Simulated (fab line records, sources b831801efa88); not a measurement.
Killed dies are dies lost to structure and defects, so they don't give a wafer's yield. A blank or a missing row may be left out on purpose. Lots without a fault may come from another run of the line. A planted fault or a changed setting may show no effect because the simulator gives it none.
A sampling plan put to the test | flow gf180mcu | one fab line, 41 faults that these records tell of, each judged on the records of the lots that it struck
The plan is the line's own looks: the steps of the route at which a gauge or an inspection reads the wafer and doesn't change it. A look can be judged if struck wafers have a number there and the file gives its usual mean and standard deviation on fault-free wafers. Caught: at a look after the fault's first step, the mean of the struck wafers lies 4 or more of those standard deviations (sigma) from the usual mean. On the tool: the same test on the tool's own readings at the fault's steps. Another recipe on the struck wafers, or a record that is blank for them alone, also counts as caught.

THE FAULTS, as the simulator had put them in
1. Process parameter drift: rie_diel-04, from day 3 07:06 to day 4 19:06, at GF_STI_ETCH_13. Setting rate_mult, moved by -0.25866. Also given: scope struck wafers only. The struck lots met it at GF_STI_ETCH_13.
2. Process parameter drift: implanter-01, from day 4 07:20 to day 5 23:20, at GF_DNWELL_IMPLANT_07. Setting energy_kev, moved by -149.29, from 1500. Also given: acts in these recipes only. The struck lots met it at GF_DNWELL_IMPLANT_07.
3. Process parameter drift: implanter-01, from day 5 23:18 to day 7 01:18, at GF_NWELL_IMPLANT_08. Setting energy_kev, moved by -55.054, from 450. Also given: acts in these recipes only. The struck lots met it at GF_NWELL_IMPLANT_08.
4. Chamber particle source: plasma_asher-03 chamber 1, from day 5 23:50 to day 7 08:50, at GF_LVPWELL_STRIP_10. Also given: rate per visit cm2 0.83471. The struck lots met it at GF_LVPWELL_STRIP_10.
5. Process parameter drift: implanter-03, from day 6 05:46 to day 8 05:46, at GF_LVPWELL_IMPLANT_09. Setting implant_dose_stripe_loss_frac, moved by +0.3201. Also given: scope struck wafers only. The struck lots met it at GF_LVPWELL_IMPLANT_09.
6. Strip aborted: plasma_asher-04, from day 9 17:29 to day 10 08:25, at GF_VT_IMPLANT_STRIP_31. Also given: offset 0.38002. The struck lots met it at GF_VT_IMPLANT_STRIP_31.
7. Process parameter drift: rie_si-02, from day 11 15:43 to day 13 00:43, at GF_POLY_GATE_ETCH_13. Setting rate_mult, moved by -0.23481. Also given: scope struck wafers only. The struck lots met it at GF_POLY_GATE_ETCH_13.
8. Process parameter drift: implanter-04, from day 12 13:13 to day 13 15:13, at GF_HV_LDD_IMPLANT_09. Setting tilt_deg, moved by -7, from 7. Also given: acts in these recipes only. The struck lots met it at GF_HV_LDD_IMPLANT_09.
9. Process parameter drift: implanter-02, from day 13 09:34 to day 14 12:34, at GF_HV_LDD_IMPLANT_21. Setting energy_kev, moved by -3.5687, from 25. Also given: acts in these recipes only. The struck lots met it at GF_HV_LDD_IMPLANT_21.
10. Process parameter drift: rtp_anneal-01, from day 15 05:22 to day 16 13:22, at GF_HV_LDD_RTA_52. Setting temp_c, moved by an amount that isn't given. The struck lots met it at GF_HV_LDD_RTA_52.
11. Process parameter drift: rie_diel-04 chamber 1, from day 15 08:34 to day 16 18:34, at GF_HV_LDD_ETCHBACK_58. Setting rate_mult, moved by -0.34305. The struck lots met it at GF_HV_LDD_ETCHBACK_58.
12. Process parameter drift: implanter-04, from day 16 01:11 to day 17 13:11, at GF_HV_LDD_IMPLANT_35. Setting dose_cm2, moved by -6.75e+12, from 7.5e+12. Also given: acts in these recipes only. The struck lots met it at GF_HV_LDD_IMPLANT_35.
13. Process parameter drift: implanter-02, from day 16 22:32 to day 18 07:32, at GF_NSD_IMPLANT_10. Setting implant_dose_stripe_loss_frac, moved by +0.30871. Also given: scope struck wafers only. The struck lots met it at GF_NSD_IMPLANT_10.
14. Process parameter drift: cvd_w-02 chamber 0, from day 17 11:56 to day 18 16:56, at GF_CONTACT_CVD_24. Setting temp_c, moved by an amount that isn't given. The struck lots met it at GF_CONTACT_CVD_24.
15. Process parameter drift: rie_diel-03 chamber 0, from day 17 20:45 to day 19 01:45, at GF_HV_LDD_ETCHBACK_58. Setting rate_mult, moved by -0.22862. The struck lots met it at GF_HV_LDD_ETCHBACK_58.
16. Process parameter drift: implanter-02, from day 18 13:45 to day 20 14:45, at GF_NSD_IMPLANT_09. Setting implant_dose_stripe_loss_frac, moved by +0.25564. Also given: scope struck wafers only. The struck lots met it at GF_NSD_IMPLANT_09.
17. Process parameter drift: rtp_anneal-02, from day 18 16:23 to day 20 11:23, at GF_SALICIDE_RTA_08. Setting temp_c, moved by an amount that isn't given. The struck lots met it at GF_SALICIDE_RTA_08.
18. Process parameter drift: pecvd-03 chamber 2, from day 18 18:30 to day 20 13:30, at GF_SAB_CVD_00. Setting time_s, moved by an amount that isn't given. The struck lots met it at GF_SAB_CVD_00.
19. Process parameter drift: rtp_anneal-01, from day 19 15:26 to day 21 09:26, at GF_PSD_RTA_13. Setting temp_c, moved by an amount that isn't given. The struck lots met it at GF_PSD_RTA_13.
20. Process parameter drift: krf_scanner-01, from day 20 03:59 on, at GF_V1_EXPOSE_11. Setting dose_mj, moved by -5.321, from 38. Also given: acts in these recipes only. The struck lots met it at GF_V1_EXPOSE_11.
21. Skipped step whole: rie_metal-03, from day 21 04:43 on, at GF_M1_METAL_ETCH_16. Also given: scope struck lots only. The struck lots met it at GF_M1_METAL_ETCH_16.
22. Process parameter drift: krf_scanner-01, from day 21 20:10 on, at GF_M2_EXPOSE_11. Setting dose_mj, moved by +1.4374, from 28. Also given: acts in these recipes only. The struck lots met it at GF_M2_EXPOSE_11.
23. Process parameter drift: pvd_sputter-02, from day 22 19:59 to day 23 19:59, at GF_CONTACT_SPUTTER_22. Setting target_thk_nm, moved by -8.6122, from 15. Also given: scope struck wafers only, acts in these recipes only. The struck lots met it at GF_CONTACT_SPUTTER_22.
24. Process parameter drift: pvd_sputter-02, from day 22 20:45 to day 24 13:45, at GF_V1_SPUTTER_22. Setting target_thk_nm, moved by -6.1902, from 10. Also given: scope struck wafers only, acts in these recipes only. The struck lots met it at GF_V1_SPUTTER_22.
25. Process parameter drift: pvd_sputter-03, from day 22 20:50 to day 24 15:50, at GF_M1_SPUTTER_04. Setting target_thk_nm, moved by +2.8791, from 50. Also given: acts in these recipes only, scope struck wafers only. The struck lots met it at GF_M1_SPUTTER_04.
26. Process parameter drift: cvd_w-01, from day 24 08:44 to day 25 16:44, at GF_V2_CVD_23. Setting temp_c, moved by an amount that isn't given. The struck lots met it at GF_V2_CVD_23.
27. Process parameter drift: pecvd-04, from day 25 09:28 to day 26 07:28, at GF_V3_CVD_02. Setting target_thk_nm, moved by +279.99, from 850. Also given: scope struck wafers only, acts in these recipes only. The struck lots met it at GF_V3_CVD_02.
28. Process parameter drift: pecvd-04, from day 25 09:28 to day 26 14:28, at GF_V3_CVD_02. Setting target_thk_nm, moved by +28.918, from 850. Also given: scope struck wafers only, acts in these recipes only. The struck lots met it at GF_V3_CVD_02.
29. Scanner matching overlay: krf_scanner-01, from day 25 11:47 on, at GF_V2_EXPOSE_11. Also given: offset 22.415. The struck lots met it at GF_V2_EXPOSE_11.
30. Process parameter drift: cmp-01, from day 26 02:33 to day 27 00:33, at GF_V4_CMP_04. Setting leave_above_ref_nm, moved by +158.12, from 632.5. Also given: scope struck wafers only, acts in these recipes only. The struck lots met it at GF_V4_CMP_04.
31. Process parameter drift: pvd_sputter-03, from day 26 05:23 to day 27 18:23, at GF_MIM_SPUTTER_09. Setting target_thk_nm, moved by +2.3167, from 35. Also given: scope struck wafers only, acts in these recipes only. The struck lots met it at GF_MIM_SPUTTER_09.
32. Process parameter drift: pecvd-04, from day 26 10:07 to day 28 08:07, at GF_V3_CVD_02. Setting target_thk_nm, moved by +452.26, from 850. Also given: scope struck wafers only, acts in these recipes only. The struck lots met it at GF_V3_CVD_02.
33. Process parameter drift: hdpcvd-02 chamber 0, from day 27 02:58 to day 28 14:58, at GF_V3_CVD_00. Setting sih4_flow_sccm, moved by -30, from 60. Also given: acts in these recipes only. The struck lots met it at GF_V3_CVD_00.
34. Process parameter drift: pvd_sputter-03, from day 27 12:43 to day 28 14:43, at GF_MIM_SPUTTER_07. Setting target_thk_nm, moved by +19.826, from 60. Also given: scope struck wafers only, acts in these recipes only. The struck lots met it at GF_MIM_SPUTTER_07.
35. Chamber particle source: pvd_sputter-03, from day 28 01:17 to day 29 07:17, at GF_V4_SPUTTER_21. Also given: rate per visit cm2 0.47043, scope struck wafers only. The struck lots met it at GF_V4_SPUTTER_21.
36. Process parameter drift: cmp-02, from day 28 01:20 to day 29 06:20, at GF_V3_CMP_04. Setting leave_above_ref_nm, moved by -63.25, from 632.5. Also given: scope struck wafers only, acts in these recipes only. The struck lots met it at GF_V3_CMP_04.
37. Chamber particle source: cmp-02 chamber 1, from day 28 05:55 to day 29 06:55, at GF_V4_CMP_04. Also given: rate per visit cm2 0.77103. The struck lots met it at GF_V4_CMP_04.
38. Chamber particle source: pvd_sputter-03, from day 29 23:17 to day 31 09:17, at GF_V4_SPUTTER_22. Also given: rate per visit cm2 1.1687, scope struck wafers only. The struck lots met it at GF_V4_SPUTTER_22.
39. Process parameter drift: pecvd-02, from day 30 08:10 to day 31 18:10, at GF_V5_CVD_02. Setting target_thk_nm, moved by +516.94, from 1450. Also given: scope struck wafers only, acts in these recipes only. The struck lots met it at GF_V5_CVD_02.
40. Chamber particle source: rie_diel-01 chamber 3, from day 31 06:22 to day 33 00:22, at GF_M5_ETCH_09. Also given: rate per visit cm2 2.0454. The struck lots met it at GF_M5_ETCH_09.
41. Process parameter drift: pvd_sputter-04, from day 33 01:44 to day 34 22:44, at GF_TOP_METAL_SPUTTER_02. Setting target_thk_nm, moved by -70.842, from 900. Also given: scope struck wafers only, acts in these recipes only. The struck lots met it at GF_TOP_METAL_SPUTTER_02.

WHAT THE PLAN SAW
fault | on the tool itself                               | first look that catches it                      | reading, sigma                                     | median hours from its first step to that look | hours from the fault's start to the first struck lot there | judged looks passed uncaught
1     | under 2 sigma                                    | not the one look that can be judged after it    | -                                                  | -                                             | -                                                          | 1
2     | beam_energy_keV -99 or beyond sigma              | no look after it can be judged                  | -                                                  | -                                             | -                                                          | 0
3     | beam_energy_keV -99 or beyond sigma              | GF_VT_IMPLANT_RS_MEAS_47                        | NWELL_RS +11                                       | 123.8                                         | 125                                                        | 0
4     | under 2 sigma                                    | none of the 2 looks that can be judged after it | -                                                  | -                                             | -                                                          | 2
5     | no reading that can be judged                    | GF_VT_IMPLANT_RS_MEAS_48                        | LVPWELL_RS +15                                     | 104.4                                         | 107                                                        | 2
6     | oes_product_au +52 sigma                         | GF_VT_IMPLANT_TW_MEAS_43                        | VT_IMPLANT_4_TW -9.1                               | 19.2                                          | 34                                                         | 0
7     | oes_product_au -20 sigma                         | no look after it can be judged                  | -                                                  | -                                             | -                                                          | 0
8     | tilt_deg -99 or beyond sigma                     | GF_HV_LDD_TW_MEAS_11                            | HV_LDD_TW -11                                      | 0.2                                           | 8                                                          | 0
9     | beam_energy_keV -99 or beyond sigma              | GF_HV_LDD_TW_MEAS_23                            | HV_LDD_2_TW -5.4                                   | 0.2                                           | 8                                                          | 0
10    | wafer_temp_C_max -49 sigma                       | none of the 2 looks that can be judged after it | strongest: HV_LDD_RS at GF_HV_LDD_RS_MEAS_53, -3.3 | -                                             | -                                                          | 2
11    | oes_product_au -6.5 sigma                        | no look after it can be judged                  | -                                                  | -                                             | -                                                          | 0
12    | dose_ions_cm2 -99 or beyond sigma                | GF_HV_LDD_TW_MEAS_38                            | HV_LDD_3_TW -9.6                                   | 0.4                                           | 7                                                          | 0
13    | under 2 sigma                                    | GF_PSD_RS_MEAS_14                               | NSD_RS +16                                         | 26.0                                          | 49                                                         | 1
14    | susceptor_temp_C -99 or beyond sigma             | GF_CONTACT_RS_MEAS_25                           | CONTACT_W_RS +99 or beyond                         | 0.1                                           | 2                                                          | 0
15    | under 2 sigma                                    | no look after it can be judged                  | -                                                  | -                                             | -                                                          | 0
16    | no reading that can be judged                    | GF_PSD_RS_MEAS_14                               | NSD_RS +13                                         | 25.8                                          | 29                                                         | 0
17    | wafer_temp_C_max -62 sigma                       | no look after it can be judged                  | -                                                  | -                                             | -                                                          | 0
18    | under 2 sigma                                    | none of the 3 looks that can be judged after it | -                                                  | -                                             | -                                                          | 3
19    | wafer_temp_C_max -8.7 sigma                      | GF_PSD_RS_MEAS_14                               | NSD_RS +24                                         | 0.1                                           | 3                                                          | 0
20    | exposure_dose_mJ_cm2 -18 sigma                   | GF_V1_CD_MEAS_14                                | cd_nm -13                                          | 12.1                                          | 19                                                         | 0
21    | the tool's record is blank for the struck wafers | no look after it can be judged                  | -                                                  | -                                             | -                                                          | 0
22    | exposure_dose_mJ_cm2 +8.0 sigma                  | none of the 2 looks that can be judged after it | strongest: cd_nm at GF_M2_CD_MEAS_14, -3.6         | -                                             | -                                                          | 2
23    | under 2 sigma                                    | none of the 6 looks that can be judged after it | -                                                  | -                                             | -                                                          | 6
24    | under 2 sigma                                    | no look after it can be judged                  | -                                                  | -                                             | -                                                          | 0
25    | under 2 sigma                                    | none of the 7 looks that can be judged after it | -                                                  | -                                             | -                                                          | 7
26    | susceptor_temp_C +99 or beyond sigma             | GF_V2_RS_MEAS_24                                | V2_W_RS -30                                        | 0.1                                           | 7                                                          | 0
27    | under 2 sigma                                    | GF_V3_THK_MEAS_03                               | V3_CVD_02_THK +25                                  | 0.1                                           | 9                                                          | 0
28    | under 2 sigma                                    | GF_V3_THK_MEAS_03                               | V3_CVD_02_THK +4.3                                 | 0.1                                           | 9                                                          | 0
29    | no reading that can be judged                    | GF_V2_OVL_MEAS_15                               | V2_OVL +4.1                                        | 9.8                                           | 18                                                         | 0
30    | time_to_endpoint_s -8.1 sigma                    | no look after it can be judged                  | -                                                  | -                                             | -                                                          | 0
31    | under 2 sigma                                    | none of the 4 looks that can be judged after it | -                                                  | -                                             | -                                                          | 4
32    | under 2 sigma                                    | GF_V3_THK_MEAS_03                               | V3_CVD_02_THK +42                                  | 0.1                                           | 5                                                          | 0
33    | sih4_flow_sccm -99 or beyond sigma               | GF_V3_THK_MEAS_01                               | V3_CVD_00_THK -42                                  | 0.1                                           | 8                                                          | 0
34    | under 2 sigma                                    | not the one look that can be judged after it    | -                                                  | -                                             | -                                                          | 1
35    | under 2 sigma                                    | not the one look that can be judged after it    | -                                                  | -                                             | -                                                          | 1
36    | only faintly: time_to_endpoint_s +2.7 sigma      | not the one look that can be judged after it    | -                                                  | -                                             | -                                                          | 1
37    | only faintly: motor_current_A -2.1 sigma         | none of the 2 looks that can be judged after it | -                                                  | -                                             | -                                                          | 2
38    | under 2 sigma                                    | no look after it can be judged                  | -                                                  | -                                             | -                                                          | 0
39    | under 2 sigma                                    | GF_V5_THK_MEAS_03                               | V5_CVD_02_THK +26                                  | 0.1                                           | 7                                                          | 0
40    | under 2 sigma                                    | no look after it can be judged                  | -                                                  | -                                             | -                                                          | 0
41    | under 2 sigma                                    | GF_TOP_METAL_RS_MEAS_05                         | TOP_METAL_ALCU_RS +7.0                             | 0.1                                           | 2                                                          | 0
A dash: the fault isn't caught, or these records don't give the number.

Caught at a look: 19 of 41. Caught on the tool: 18 of 41. By one or the other: 27 of 41.
Caught on the tool alone: faults 2, 7, 10, 11, 17, 21, 22, 30.
Caught at a look alone: faults 5, 13, 16, 27, 28, 29, 32, 39, 41.
Caught by neither: faults 1, 4, 15, 18, 23, 24, 25, 31, 34, 35, 36, 37, 38, 40.

THINNER SAMPLING
If the look that catches a fault measured only every second or every third lot, by lot number, the first struck lot would be measured this late in the worst case:
fault | struck lots at that look, in order of time | every lot | every second lot | every third lot
3     | L809, L812                                 | 125 h     | 144 h            | may miss all 2
5     | L745                                       | 107 h     | may miss it      | may miss it
6     | L940                                       | 34 h      | may miss it      | may miss it
8     | L909, L911                                 | 8 h       | may miss all 2   | may miss all 2
9     | L781, L784                                 | 8 h       | 25 h             | may miss all 2
12    | L522, L523, L525                           | 7 h       | 13 h             | may miss all 3
13    | L720                                       | 49 h      | may miss it      | may miss it
14    | L433, L434                                 | 2 h       | 18 h             | may miss all 2
16    | L232, L234                                 | 29 h      | may miss all 2   | may miss all 2
19    | L787, L789                                 | 3 h       | may miss all 2   | may miss all 2
20    | L689, L691, L693, L697                     | 19 h      | may miss all 4   | 43 h
26    | L406, L408                                 | 7 h       | may miss all 2   | may miss all 2
27    | L976, L978                                 | 9 h       | may miss all 2   | may miss all 2
28    | L716                                       | 9 h       | may miss it      | may miss it
29    | L167, L173                                 | 18 h      | may miss all 2   | may miss all 2
32    | L120, L121                                 | 5 h       | 9 h              | may miss all 2
33    | L740, L741                                 | 8 h       | 16 h             | may miss all 2
39    | L799, L800                                 | 7 h       | 8 h              | may miss all 2
41    | L777                                       | 2 h       | may miss it      | may miss it
Hours are from the fault's start to the first struck lot that is measured. The limit of 4 sigma was tested on all struck wafers together, so one lot alone may lie under it. Other struck lots may not be in these records.

THE LONGEST TIMED WAY FROM STEP TO LOOK
Fault 3: a median of 123.8 hours passes between GF_NWELL_IMPLANT_08 and GF_VT_IMPLANT_RS_MEAS_47. No look between them can be judged.
